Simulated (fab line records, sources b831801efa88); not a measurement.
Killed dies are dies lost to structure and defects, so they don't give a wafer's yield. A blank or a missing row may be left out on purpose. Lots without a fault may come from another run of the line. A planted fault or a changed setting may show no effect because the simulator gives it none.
Chamber matching | flow sky130 | SKY_PASSIVATION_CVD_02 on pecvd-03: 3 sister chambers
The step deposits Si3N4, target thk 540 nm. 14 wafers are shown with their chamber, then 7 later ones without.

WAFERS WITH THEIR CHAMBER
wafer  | chamber | heater_power_w (W) | rf_fwd_power_W (W)
L076.3 | 2       | 685                | 451.5
L076.4 | 2       | 670                | 451.9
L076.6 | 0       | 878                | 450.8
L079.3 | 0       | 831                | 448.6
L079.4 | 0       | 880                | 447.5
L079.5 | 2       | 674                | 449.1
L084.1 | 1       | 909                | 451.7
L084.2 | 0       | 910                | 452.0
L084.3 | 2       | 567                | 450.0
L088.1 | 0       | 894                | 447.5
L088.2 | 1       | 893                | 447.9
L088.3 | 2       | 684                | 451.2
L092.1 | 0       | 909                | 450.4
L092.2 | 1       | 892                | 449.0

SIGNATURES (means of the wafers above)
reading        | chamber 0 | chamber 1 | chamber 2 | scatter within a chamber
heater_power_w | 883.67    | 898.00    | 656.00    | 36.3
rf_fwd_power_W | 449.467   | 449.533   | 450.740   | 1.67
Rule: a wafer's distance from a chamber is the root of the sum, over the readings, of the square of ((its reading less the chamber's mean) divided by the reading's scatter). The wafer belongs to the nearest chamber; if the next one is less than 2 further off, it can't be placed. The scatter: the root of (the sum of the squares of (reading less its chamber's mean) over the shown wafers, divided by (wafers less chambers)).

WAFERS WITHOUT THEIR CHAMBER
wafer  | heater_power_w (W) | rf_fwd_power_W (W)
L092.6 | 730                | 449.5
L096.3 | 619                | 447.9
L096.4 | 629                | 446.5
L096.6 | 712                | 448.7
L097.1 | 874                | 449.1
L097.3 | 580                | 451.2
L097.5 | 618                | 452.3

WHICH CHAMBER EACH WENT THROUGH
wafer  | from the rows above     | in truth
L092.6 | 2                       | 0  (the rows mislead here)
L096.3 | 2                       | 2
L096.4 | 2                       | 2
L096.6 | 2                       | 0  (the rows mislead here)
L097.1 | can't be placed: 0 or 1 | 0
L097.3 | 2                       | 2
L097.5 | 2                       | 2
Placed correctly: 4 of 7. Can't be placed from these rows: 1 (the true chamber is among the candidates in 1). Placed wrongly: 2.
